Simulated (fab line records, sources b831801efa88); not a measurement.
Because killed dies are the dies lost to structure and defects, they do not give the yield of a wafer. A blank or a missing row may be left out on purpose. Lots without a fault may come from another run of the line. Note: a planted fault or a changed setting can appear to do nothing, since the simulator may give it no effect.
A single fault, viewed from 2 desks + flow gf180mcu + what lay behind the numbers comes last; until then each desk has only its own

== AT THE TOOL OWNER'S DESK: pvd_sputter-03 ==
The tool's own readings at GF_SALICIDE_SPUTTER_02 (material Co, target thk 10 nm, time 20 s): means of the sampled wafers that have a number, for each lot that ran on this tool. Marked OUT: a lot whose mean sits more than 4 standard deviations from the usual mean, which makes it out of limits; the brackets give that distance.
Columns: A = chamber_pressure_pa at GF_SALICIDE_SPUTTER_02, usual 0.4002 Pa; B = throttle_valve_pct at GF_SALICIDE_SPUTTER_02, usual 29.9 %
| lot  | first seen here | A      | B    |
|------|-----------------|--------|------|
| L566 | day 18 04:54    | 0.3996 | 29.5 |
| L576 | day 21 20:13    | 0.4002 | 30.7 |
| L577 | day 22 06:45    | 0.3995 | 28.7 |
Result from this desk: across the 3 lots, nothing is out of limits.

== THE METROLOGY DESK ==
What the gauges read, lot by lot, whatever tool the lot ran on: means of the sampled wafers that have a number. Marked OUT: a lot whose mean sits more than 4 standard deviations from the usual mean, which makes it out of limits; the brackets give that distance.
Columns: A = cd_nm at GF_SAB_CD_MEAS_09, usual 419.5 nm; B = SAB_OVL at GF_SAB_OVL_MEAS_10, usual -0.5 nm
| lot  | first seen here | A     | B    |
|------|-----------------|-------|------|
| L560 | day 16 03:57    | 423.5 | -0.5 |
| L566 | day 18 04:25    | 420.5 | -0.1 |
| L576 | day 21 19:44    | 418.8 | -1.4 |
| L577 | day 22 06:17    | 418.6 | -0.0 |
| L580 | day 23 06:04    | 415.8 | 1.7  |
| L579 | day 23 07:52    | 418.9 | 0.8  |
Result from this desk: across the 6 lots, nothing is out of limits.

== TAKEN TOGETHER ==
The desk of the tool owner found nothing out of limits.
From the metrology desk's view, nothing was out of limits.

== WHAT THE SIMULATOR HAD INSERTED ==
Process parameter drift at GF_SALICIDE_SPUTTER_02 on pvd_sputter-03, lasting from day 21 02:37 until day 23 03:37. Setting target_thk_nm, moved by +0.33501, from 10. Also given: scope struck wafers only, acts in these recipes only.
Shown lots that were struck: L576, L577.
